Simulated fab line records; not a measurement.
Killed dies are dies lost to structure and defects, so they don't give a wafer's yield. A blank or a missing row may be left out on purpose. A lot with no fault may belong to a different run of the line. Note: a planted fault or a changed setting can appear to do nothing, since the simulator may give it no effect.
Split-lot study | flow sky130 | 23 wafers read across 5 lots, on a route 708 steps long

## THE SPLIT ITSELF
At SKY_METAL2_METAL_ETCH_19 (etches the open film in Cl2/BCl3, stops on SiO2, target depth 360 nm, time 78 s), the setting bias_w was moved away from the recipe's 48.5 W on 12 of the 23 wafers read, by -10.6% to +10.5%. For the rest of the wafers, this setting stayed at what the recipe calls for.

The split's own step is where the reading is taken.

## THE READING
KrF-thick_of_METAL2_COAT_10.thk_nm (the simulator's own value, which no gauge read), in nm, at SKY_METAL2_METAL_ETCH_19 (etches the open film in Cl2/BCl3, stops on SiO2, target depth 360 nm, time 78 s). The file gives no usual value for it. The 11 wafers here that ran the recipe average 162.5 nm, standard deviation 4 nm.

wafer  | tool, chamber at the split | bias_w as run, W | against the recipe | KrF-thick_of_METAL2_COAT_10.thk_nm, nm | against lot-mates on the recipe
L074.1 | rie_metal-01, 0            | 46.45            | -4.2%              | 167.8                                  | +3.8
L074.3 | rie_metal-01, 0            | 48.5             | recipe             | 162.4                                  | -
L074.4 | rie_metal-01, 1            | 46.45            | -4.2%              | 172.7                                  | +8.7
L074.5 | rie_metal-01, 0            | 46.45            | -4.2%              | 169                                    | +5.0
L074.6 | rie_metal-01, 1            | 48.5             | recipe             | 165.6                                  | -
L075.1 | rie_metal-04, 1            | 48.5             | recipe             | 161.3                                  | -
L075.3 | rie_metal-04, 1            | 48.5             | recipe             | 159.9                                  | -
L075.4 | rie_metal-04, 0            | 48.5             | recipe             | 154.1                                  | -
L079.1 | rie_metal-01, 0            | 48.5             | recipe             | 158.4                                  | -
L079.2 | rie_metal-01, 0            | 43.34            | -10.6%             | 172.5                                  | +13.5
L079.4 | rie_metal-01, 0            | 43.34            | -10.6%             | 172.3                                  | +13.3
L079.5 | rie_metal-01, 0            | 48.5             | recipe             | 159.6                                  | -
L079.6 | rie_metal-01, 0            | 43.34            | -10.6%             | 168.4                                  | +9.4
L082.2 | rie_metal-01, 1            | 52.18            | +7.6%              | 162                                    | -4.1
L082.3 | rie_metal-01, 0            | 52.18            | +7.6%              | 155.7                                  | -10.4
L082.4 | rie_metal-01, 1            | 48.5             | recipe             | 166.6                                  | -
L082.5 | rie_metal-01, 0            | 52.18            | +7.6%              | 157                                    | -9.1
L082.6 | rie_metal-01, 1            | 48.5             | recipe             | 165.5                                  | -
L084.1 | rie_metal-01, 0            | 48.5             | recipe             | 167.1                                  | -
L084.2 | rie_metal-01, 1            | 53.59            | +10.5%             | 156                                    | -10.9
L084.3 | rie_metal-01, 1            | 53.59            | +10.5%             | 155.3                                  | -11.6
L084.5 | rie_metal-01, 1            | 48.5             | recipe             | 166.7                                  | -
L084.6 | rie_metal-01, 0            | 53.59            | +10.5%             | 156.9                                  | -10.0

THE FIT
A straight line over all 23 wafers: KrF-thick_of_METAL2_COAT_10.thk_nm changes by -0.754 nm for each +1% of bias_w; r = -0.81; the points scatter about the line by 3.6 nm.
The same after taking each lot's own level away (the mean of its wafers on the recipe; 23 wafers): -1.1 nm for each +1%; r = -0.96; scatter 2 nm.
On that fit, the largest move of bias_w shifts the reading by 12 nm.
The span of the lots' own levels, 158.43 to 166.90 nm, comes to 2.1 times the standard deviation stated above.
Thus the slope moves with the lot-to-lot level: the two fits are different.
Check: +11.7 nm against its lot-mates is what the line predicts for one of the wafers moved furthest among these (-10.6%) when that wafer is left out of the fit. Against them it came out at +13.5 nm.

## THE WHOLE CHAIN: every reading that the file lists as answering this split, in the file's order
step                     | what it does                                                                    | reading                                                                             | change (the file's fit)              | r (the file's)
SKY_METAL2_METAL_ETCH_19 | etches the open film in Cl2/BCl3, stops on SiO2, target depth 360 nm, time 78 s | KrF-thick_of_METAL2_COAT_10.thk_nm (the simulator's own value, which no gauge read) | -1.09 nm for each +1% of the setting | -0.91
SKY_METAL2_STRIP_20      | strips in O2/N2                                                                 | strip_time_to_endpoint_s                                                            | withheld for each +1% of the setting | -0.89

## FILE'S OWN FIT
KrF-thick_of_METAL2_COAT_10.thk_nm changes by -1.09 nm for each +1% of bias_w, r = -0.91.
